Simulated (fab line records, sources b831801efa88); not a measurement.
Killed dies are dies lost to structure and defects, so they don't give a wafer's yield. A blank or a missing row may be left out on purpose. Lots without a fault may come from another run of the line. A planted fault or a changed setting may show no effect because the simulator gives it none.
fab line records | flow sky130
record lots=13 wafers=39 last_day=51
route steps=708 shown FIELD_ISO@15 NWELL@67 VT_ADJUST_LVTN@115 SONOS_TUNNEL@161 PAD_OPEN@708
lots that met no fault: from a run of the same line without faults
start_h: hours from the record's first day to the start of the lot's first wafer shown | wait_h: hours since the lot's step before | " the same as in the row above | L1.1+2: a row that stands for several wafers | - no value, or no start given | * or withheld: withheld | < > ~ a bound
route shown NAME@n: a module of which the file shows steps, and the number in the route of the first | usual: mean/standard deviation of fault-free wafers | same: alike in all rows | chamber/n: place in a boat | sites: the reading at each site | _std_site: their standard deviation | _edge_site: outer sites' mean less inner sites' | radius_mm: how far each site lies from the wafer's centre | mask NAME#n: copy n | behind: the tool/chamber that last shaped the wafer | hold: why the lot was held/for how many hours/how that ended | device: the transistor (n, p or np) that didn't switch | end of line: the same wafers' tests at the end of the route | a step without rows: its recipe alone | killed: dies lost to structure and defects at the first sort, not the wafer's yield | map: a wafer's dies, x killed, . not, _ none there
set.NAME: the setting as run; set.NAME@STEP: as run at that earlier step | model.NAME: the simulator's own value behind a step, which no gauge read
steps of the route over a sample of lots; a table a step, a row a wafer
services: from which hour (start_h, from the record's first day; less than 0 if before it) a tool's chamber was out of use, for how many hours, and why
## steps
# step SKY_FIELD_ISO_ETCH_14
# recipe chemistry=N2/H2 target=BARC ion_energy_ev=200 source_w=500 bias_w=100 pressure_mtorr=30 n2_flow_sccm=100 h2_flow_sccm=200 stop_on=SiO2 time_s=45.9 target_depth_a=600
# usual drypump_motor_current_A=5.7/0.51 oes_product_au=0.855/0.0051 throttle_valve_pct=13.225/0.009
# columns lot.wafer tool chamber start_h wait_h drypump_motor_current_A oes_product_au rf_hours_counter_h throttle_valve_pct
L382.1 rie_diel-03 1 28.50 0.1 5.8 0.857 92 13.209
L382.2 " 0 " " 5.5 0.849 17 13.235
L382.4 " 2 " " 5.7 0.843 - 13.229
L383.1 rie_diel-03 1 34.00 0.1 5.9 0.864 92 13.231
L383.3 " 0 " " 5.5 0.860 17 13.239
L383.6 " 3 " " 6.2 0.858 - 13.227
L384.3 rie_diel-03 2 39.86 0.1 5.8 0.852 86 13.216
L384.4 " 3 " " 6.2 0.856 137 13.222
L384.6 " 2 " " 5.8 0.850 - 13.224
L385.1 rie_diel-01 0 45.00 0.1 6.1 0.856 5 13.222
L385.4 " 3 " " 6.0 0.854 72 13.214
L385.5 " 3 " " 6.0 0.858 - 13.214
L386.2 rie_diel-03 2 48.90 0.1 5.8 0.858 87 13.223
L386.3 " 3 " " 6.2 0.853 137 13.215
L386.5 " 3 " " 6.2 0.849 - 13.202
L387.1 rie_diel-01 3 55.83 0.1 6.0 0.847 72 13.212
L387.4 " 1 " " 6.0 0.858 45 13.228
L387.5 " 1 " " 6.0 0.856 - 13.224
L388.1 rie_diel-02 2 61.60 0.1 4.7 0.853 73 13.242
L388.4 " 1 " " 4.9 0.854 - 13.234
L388.6 " 0 " " 4.8 0.850 - 13.204
L393.1 rie_diel-03 3 93.75 0.1 6.2 0.858 138 13.218
L393.5 " 3 " " 6.2 0.865 - 13.232
L393.6 " 2 " " 5.8 0.864 - 13.210
L395.1 rie_diel-02 3 99.35 0.1 5.5 0.858 115 13.232
L395.4 " 1 " " 4.9 0.853 150 13.236
L395.6 " 0 " " 4.8 0.856 - 13.237
L401.1 rie_diel-03 3 126.76 0.1 6.2 0.860 139 13.218
L401.5 " 0 " " 5.5 0.855 - 13.230
L401.6 " 1 " " 5.8 0.864 - 13.220
L403.3 rie_diel-03 1 140.56 0.1 5.8 0.855 94 13.225
L403.4 " 2 " " 5.8 0.854 89 13.239
L403.5 " 2 " " 5.8 0.863 - 13.216
L404.1 rie_diel-03 2 142.76 0.1 5.8 0.851 89 13.227
L404.3 " 0 " " 5.5 0.850 19 13.230
L404.5 " 2 " " 5.8 0.858 - 13.219
L405.2 rie_diel-03 0 150.85 0.1 5.5 0.850 19 13.229
L405.5 " 3 " " 6.2 0.857 - 13.207
L405.6 " 2 " " 5.8 0.856 - 13.215
# step SKY_NWELL_STRIP_14
# recipe chemistry=O2/N2 power_w=1400 pressure_mtorr=1500 platen_temp_c=withheld o2_flow_sccm=3000 n2_flow_sccm=300 overash_fraction=0.5
# usual chamber_pressure_mTorr=1499.9/1.5 drypump_motor_current_A=5.5/0.45 oes_product_au=0.723/0.0044 strip_time_to_endpoint_s=36.90/0.086
# columns lot.wafer tool chamber start_h wait_h chamber_pressure_mTorr drypump_motor_current_A oes_product_au rf_hours_counter_h strip_time_to_endpoint_s
L382.1 plasma_asher-02 0 79.77 0.1 1500.8 5.1 0.720 39 37.06
L382.2 " 1 " " 1500.4 5.3 0.728 39 36.95
L382.4 " 0 " " 1500.9 5.1 0.725 - 36.97
L383.1 plasma_asher-01 1 94.65 0.1 1500.7 4.9 0.721 41 36.83
L383.3 " 0 " " 1500.4 5.8 0.721 - 36.99
L383.6 " 0 " " 1498.6 5.8 0.729 - 37.00
L384.3 plasma_asher-01 0 108.34 0.1 1501.5 5.7 0.724 - 36.96
L384.4 " 1 " " 1499.9 4.9 0.727 - 36.95
L384.6 " 0 " " 1501.3 5.8 0.719 - 36.90
L386.2 plasma_asher-01 1 111.58 0.1 1502.5 4.9 0.732 43 36.82
L386.3 " 1 " " 1498.3 4.9 0.727 - 36.81
L386.5 " 0 " " 1498.7 5.7 0.724 - 36.93
L385.1 plasma_asher-02 1 111.90 0.1 1501.5 5.3 0.714 42 36.89
L385.4 " 1 " " 1499.9 5.4 0.724 - 36.92
L385.5 " 1 " " 1499.9 5.4 0.714 - 36.88
L387.1 plasma_asher-01 0 122.77 0.1 1498.6 5.7 0.719 44 36.97
L387.4 " 1 " " 1499.6 5.0 0.725 - 37.09
L387.5 " 1 " " 1499.0 5.0 0.727 - 37.00
L388.1 plasma_asher-01 1 133.69 0.1 1503.0 5.0 0.720 45 36.88
L388.4 " 1 " " 1501.9 5.0 0.718 - 36.95
L388.6 " 1 " " 1502.0 4.9 0.718 - 36.92
L393.1 plasma_asher-01 0 158.19 0.1 1200.6 5.7 0.689 48 39.88
L393.5 " 0 " " 1197.7 5.7 0.684 - 39.85
L393.6 " 1 " " 1199.0 5.0 0.681 - 39.76
L395.1 plasma_asher-01 0 164.02 0.1 1198.4 5.7 0.689 48 39.72
L395.4 " 0 " " 1200.9 5.7 0.689 - 39.81
L395.6 " 1 " " 1199.8 4.9 0.697 - 39.71
L401.1 plasma_asher-02 0 193.69 0.1 1498.1 5.1 0.717 50 36.88
L401.5 " 0 " " 1502.1 5.1 0.724 - 36.87
L401.6 " 1 " " 1496.8 5.4 0.719 - 36.77
L403.3 plasma_asher-04 1 208.55 0.1 1499.0 6.2 0.716 - 36.94
L403.4 " 0 " " 1501.1 6.1 0.730 - 36.89
L403.5 " 0 " " 1500.2 6.1 0.738 - 36.91
L404.1 plasma_asher-04 0 214.75 0.1 1502.0 6.1 0.723 40 36.91
L404.3 " 0 " " 1501.6 6.1 0.722 - 36.96
L404.5 " 0 " " 1501.0 6.1 0.716 - 36.92
L405.2 plasma_asher-02 0 227.42 0.1 1500.3 5.1 0.718 53 36.85
L405.5 " 1 " " 1499.7 5.4 0.716 - 36.96
L405.6 " 0 " " 1502.0 5.1 0.727 - 36.95
# step SKY_VT_ADJUST_LVTN_OVL_MEAS_18
# usual VT_ADJUST_LVTN_01_OVL=0.0/1.7
# columns lot.wafer tool chamber start_h wait_h VT_ADJUST_LVTN_01_OVL[nm]
L382.1 overlay-01 - 152.23 0.1 -1.8
L382.2 " - " " 0.8
L382.4 " - " " -1.7
L383.1 overlay-02 - 170.39 0.1 -2.5
L383.3 " - " " -1.9
L383.6 " - " " -3.2
L384.3 overlay-01 - 185.94 0.1 2.1
L384.4 " - " " 0.9
L384.6 " - " " 0.3
L386.2 overlay-01 - 188.91 0.1 1.5
L386.3 " - " " 1.9
L386.5 " - " " 0.2
L385.1 overlay-02 - 189.33 0.1 -0.7
L385.4 " - " " 2.4
L385.5 " - " " 0.6
L387.1 overlay-02 - 202.69 0.1 -1.9
L387.4 " - " " -1.2
L387.5 " - " " -1.4
L388.1 overlay-01 - 216.08 0.1 0.0
L388.4 " - " " 0.4
L388.6 " - " " -0.1
L393.1 overlay-01 - 244.15 0.1 1.7
L393.5 " - " " 4.0
L393.6 " - " " -0.6
L395.1 overlay-02 - 250.74 0.1 0.2
L395.4 " - " " 0.7
L395.6 " - " " 0.8
L401.1 overlay-02 - 287.35 0.1 0.1
L401.5 " - " " 1.5
L401.6 " - " " -1.3
L403.3 overlay-01 - 304.34 0.1 -0.4
L403.4 " - " " 2.8
L403.5 " - " " 0.0
L404.1 overlay-01 - 312.18 0.1 0.5
L404.3 " - " " 0.2
L404.5 " - " " 2.0
L405.2 overlay-02 - 327.34 0.1 -3.8
L405.5 " - " " -0.4
L405.6 " - " " 1.0
# step SKY_SONOS_TUNNEL_CD_MEAS_07
# recipe target_cd_nm=410
# usual cd_nm=409.6/2.2
# columns lot.wafer tool chamber start_h wait_h cd_nm
L382.1 cd_sem-01 - 236.49 0.1 410.2
L382.2 " - " " 409.2
L382.4 " - " " 409.9
L383.1 cd_sem-01 - 258.48 0.1 408.4
L383.3 " - " " 403.7
L383.6 " - " " 405.8
L384.3 cd_sem-01 - 277.49 0.1 410.6
L384.4 " - " " 410.7
L384.6 " - " " 411.3
L386.2 cd_sem-01 - 280.80 0.1 410.3
L386.3 " - " " 410.6
L386.5 " - " " 410.3
L385.1 cd_sem-01 - 281.50 0.1 408.5
L385.4 " - " " 408.4
L385.5 " - " " 408.5
L387.1 cd_sem-02 - 297.98 0.1 410.4
L387.4 " - " " 408.0
L387.5 " - " " 406.2
L388.1 cd_sem-01 - 312.50 0.1 412.2
L388.4 " - " " 410.9
L388.6 " - " " 413.4
L393.1 cd_sem-02 - 347.00 0.1 408.9
L393.5 " - " " 408.1
L393.6 " - " " 405.9
L395.1 cd_sem-02 - 354.93 0.1 412.4
L395.4 " - " " 411.7
L395.6 " - " " 410.0
L401.1 cd_sem-01 - 395.83 0.1 410.4
L401.5 " - " " 409.0
L401.6 " - " " 408.8
L403.3 cd_sem-01 - 414.67 0.1 410.8
L403.4 " - " " 410.6
L403.5 " - " " 410.3
L404.1 cd_sem-01 - 426.28 0.1 411.5
L404.3 " - " " 410.6
L404.5 " - " " 410.7
L405.2 cd_sem-01 - 441.55 0.1 407.8
L405.5 " - " " 406.0
L405.6 " - " " 406.0
# step SKY_PAD_OPEN_PROBE_99
# usual killed_at_M0_to_M3=44/7.4 killed_at_M4_up=3.2/2 killed_at_contacts=24/5.1 killed_at_front_end=15/4.8 killed_at_other=0.2/0.46 killed_dies=86/10 killed_open=47/7.5 killed_short=39/7
# same gross_dies=492 killed_at_back_side=0
# columns lot.wafer tool chamber start_h wait_h killed_at_M0_to_M3 killed_at_M4_up killed_at_contacts killed_at_front_end killed_at_other killed_dies killed_open killed_short
L382.1 prober-01 - 1064.19 0.1 40 5 26 17 1 89 47 41
L382.2 prober-01 - 1064.24 0.1 44 3 20 10 0 77 45 31
L382.4 prober-01 - 1064.34 0.2 49 3 16 22 0 90 58 32
L395.1 prober-02 - 1163.71 0.1 53 0 22 14 0 89 49 40
L395.4 prober-02 - 1163.86 0.2 40 5 31 16 1 93 39 53
L395.6 prober-02 - 1163.96 0.2 52 4 27 12 0 95 42 53
L393.1 prober-02 - 1167.29 0.1 48 2 20 16 0 86 50 35
L393.5 prober-02 - 1167.49 0.2 37 0 24 15 0 76 38 37
L393.6 prober-02 - 1167.54 0.2 43 0 19 22 0 84 40 43
# killed by level:class
L382.1 CONTACT:geometric_particle:open=12 VIA1:geometric_particle:open=12 LI_CONTACT:geometric_particle:short=7 FIELD_ISO:geometric_particle:short=6 VIA1:geometric_particle:short=6 METAL2:geometric_particle:short=6 METAL4:geometric_particle:short=4 POLY_GATE:geometric_particle:short=3
L382.2 VIA1:geometric_particle:open=13 CONTACT:geometric_particle:open=8 VIA2:geometric_particle:open=7 METAL2:geometric_particle:short=6 LI_CONTACT:geometric_particle:open=5 LOCAL_INTERCONNECT:geometric_particle:short=5 VIA3:geometric_particle:open=5 VIA1:geometric_particle:short=4
L382.4 VIA1:geometric_particle:open=12 VIA3:geometric_particle:open=12 POLY_GATE:geometric_particle:open=8 LI_CONTACT:geometric_particle:open=7 VIA2:geometric_particle:open=6 POLY_GATE:geometric_particle:short=4 VIA3:geometric_particle:short=4 FIELD_ISO:geometric_particle:open=3
L395.1 VIA2:geometric_particle:open=12 VIA1:geometric_particle:open=10 METAL2:geometric_particle:short=7 LI_CONTACT:geometric_particle:open=6 LI_CONTACT:geometric_particle:short=6 FIELD_ISO:geometric_particle:short=5 VIA3:geometric_particle:open=5 VIA3:geometric_particle:short=5
L395.4 LI_CONTACT:geometric_particle:open=11 FIELD_ISO:geometric_particle:short=9 VIA1:geometric_particle:open=9 CONTACT:geometric_particle:short=7 METAL1:geometric_particle:short=7 VIA2:geometric_particle:open=6 VIA2:geometric_particle:short=5 LI_CONTACT:geometric_particle:short=4
L395.6 METAL1:geometric_particle:short=9 METAL2:geometric_particle:short=8 LI_CONTACT:geometric_particle:open=8 VIA3:geometric_particle:open=8 CONTACT:geometric_particle:open=7 VIA1:geometric_particle:short=7 VIA2:geometric_particle:open=7 LOCAL_INTERCONNECT:geometric_particle:short=5
L393.1 VIA1:geometric_particle:open=14 CONTACT:geometric_particle:open=8 METAL1:geometric_particle:short=8 VIA2:geometric_particle:open=7 VIA3:geometric_particle:open=6 LI_CONTACT:geometric_particle:open=5 METAL2:geometric_particle:short=5 FIELD_ISO:geometric_particle:open=4
L393.5 VIA2:geometric_particle:open=9 FIELD_ISO:geometric_particle:open=8 LI_CONTACT:geometric_particle:open=7 METAL1:geometric_particle:short=7 LOCAL_INTERCONNECT:geometric_particle:short=6 VIA1:geometric_particle:open=5 METAL2:geometric_particle:short=5 CONTACT:geometric_particle:short=4
L393.6 VIA1:geometric_particle:open=10 CONTACT:geometric_particle:open=8 METAL2:geometric_particle:short=8 METAL1:geometric_particle:short=7 CONTACT:geometric_particle:short=6 VIA1:geometric_particle:short=5 FIELD_ISO:geometric_particle:short=4 FIELD_ISO:geometric_particle:open=4
## services
# columns tool chamber start_h hours kind
rie_diel-01 2 10.31 32.8 repair
rie_diel-03 3 22.43 8.5 repair
rie_diel-02 1 68.41 2.9 repair
rie_diel-01 0 77.03 12.2 repair
plasma_asher-01 - 79.77 2.8 pm
rie_diel-03 1 84.57 2.2 repair
plasma_asher-02 - 98.71 0.9 repair
rie_diel-02 1 120.08 9.1 repair
rie_diel-01 2 122.81 5.9 repair
rie_diel-02 0 124.88 8.4 repair
rie_diel-01 0 135.08 8.6 repair
plasma_asher-01 - 137.26 1.7 repair
rie_diel-02 - 147.52 0.7 repair
rie_diel-02 1 180.02 - clean
rie_diel-02 1 180.02 14.7 scheduled_down
rie_diel-02 1 180.02 14.7 vent_cycle
rie_diel-03 - 188.25 4.0 pm
rie_diel-03 1 192.80 2.6 repair
rie_diel-01 - 218.13 1.0 repair
## key
first_sign step=SKY_NWELL_STRIP_14 reading=chamber_pressure_mTorr direction=down sigmas=99+ usual=1499.9 struck=1199.4
effect step=SKY_NWELL_STRIP_14 reading=strip_time_to_endpoint_s direction=up sigmas=33 usual=* struck=*
met_at SKY_NWELL_STRIP_14
struck_lots L393,L395
tester_left_out L393,L395
not_acting_at SKY_FIELD_ISO_ETCH_14,SKY_VT_ADJUST_LVTN_OVL_MEAS_18,SKY_SONOS_TUNNEL_CD_MEAS_07
onset_between 133.69 158.19
fault kind=process_parameter_drift tool=plasma_asher-01 chamber=- onset_h=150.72 steps=SKY_NWELL_STRIP_14 channel=pressure_mtorr offset=-300 shape=step end_h=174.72 acts_in=these_recipes_only stated=1500
# tester_left_out: of these lots the tester's yield and bins aren't shown, on N5 and GAA mostly nor the transistor test; their killed dies are dies lost to structure and defects alone, not to doping, threshold or leakage, so they don't give the yield
